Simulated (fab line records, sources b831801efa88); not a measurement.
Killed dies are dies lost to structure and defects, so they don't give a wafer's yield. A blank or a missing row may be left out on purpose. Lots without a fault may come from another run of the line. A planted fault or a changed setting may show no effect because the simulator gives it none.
Chamber matching | flow gf180mcu | GF_STI_CMP_25 on cmp-01: 4 sister chambers
The step polishes, stops on Si3N4, t overpolish 33 s, target thk 524.6 nm. 18 wafers are shown with their chamber, then 9 later ones without.

WAFERS WITH THEIR CHAMBER
wafer  | chamber | motor_current_A (A) | time_to_endpoint_s (s) | overpolish_run_s (s)
L424.1 | 2       | 11.2                | 117                    | 32.991
L424.3 | 0       | 11.3                | 117                    | 32.997
L424.6 | 3       | 10.0                | 116                    | 32.987
L425.3 | 1       | 12.7                | 122                    | 32.999
L425.4 | 2       | 10.9                | 125                    | 33.013
L425.6 | 1       | 12.1                | 119                    | 33.018
L426.1 | 2       | 11.5                | 123                    | 33.005
L426.2 | 0       | 11.3                | 120                    | 32.998
L426.4 | 3       | 10.3                | 123                    | 33.000
L428.1 | 1       | 11.4                | 116                    | 33.015
L428.2 | 0       | 11.5                | 120                    | 33.012
L428.4 | 3       | 10.7                | 117                    | 33.008
L439.4 | 2       | 11.2                | 120                    | 33.002
L439.5 | 0       | 11.2                | 114                    | 33.012
L439.6 | 1       | 11.6                | 110                    | 33.006
L440.3 | 2       | 11.7                | 119                    | 33.009
L440.4 | 1       | 11.9                | 113                    | 32.991
L440.6 | 0       | 11.6                | 117                    | 32.989

SIGNATURES (means of the wafers above)
reading            | chamber 0 | chamber 1 | chamber 2 | chamber 3 | scatter within a chamber
motor_current_A    | 11.380    | 11.940    | 11.300    | 10.333    | 0.353
time_to_endpoint_s | 117.60    | 116.00    | 120.80    | 118.67    | 3.63
overpolish_run_s   | 33.00160  | 33.00580  | 33.00400  | 32.99833  | 0.01
Rule: a wafer's distance from a chamber is the root of the sum, over the readings, of the square of ((its reading less the chamber's mean) divided by the reading's scatter). The wafer belongs to the nearest chamber; if the next one is less than 2 further off, it can't be placed. The scatter: the root of (the sum of the squares of (reading less its chamber's mean) over the shown wafers, divided by (wafers less chambers)).

WAFERS WITHOUT THEIR CHAMBER
wafer  | motor_current_A (A) | time_to_endpoint_s (s) | overpolish_run_s (s)
L445.1 | 11.0                | 121                    | 33.010
L445.2 | 10.8                | 116                    | 32.992
L445.3 | 12.5                | 120                    | 33.018
L446.3 | 12.7                | 116                    | 33.004
L446.4 | 11.0                | 119                    | 33.003
L446.5 | 11.8                | 118                    | 33.009
L447.2 | 11.5                | 119                    | 32.992
L447.3 | 10.0                | 118                    | 33.006
L447.4 | 10.9                | 119                    | 32.998

WHICH CHAMBER EACH WENT THROUGH
wafer  | from the rows above               | in truth
L445.1 | can't be placed: 2 or 0 or 3 or 1 | 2
L445.2 | can't be placed: 3 or 0 or 2 or 1 | 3
L445.3 | can't be placed: 1 or 0 or 2      | 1
L446.3 | can't be placed: 1 or 0           | 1
L446.4 | can't be placed: 2 or 0 or 3 or 1 | 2
L446.5 | can't be placed: 1 or 0 or 2      | 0
L447.2 | can't be placed: 0 or 2 or 1      | 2
L447.3 | 3                                 | 3
L447.4 | can't be placed: 2 or 0 or 3 or 1 | 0
Placed correctly: 1 of 9. Can't be placed from these rows: 8 (the true chamber is among the candidates in 8). Placed wrongly: 0.
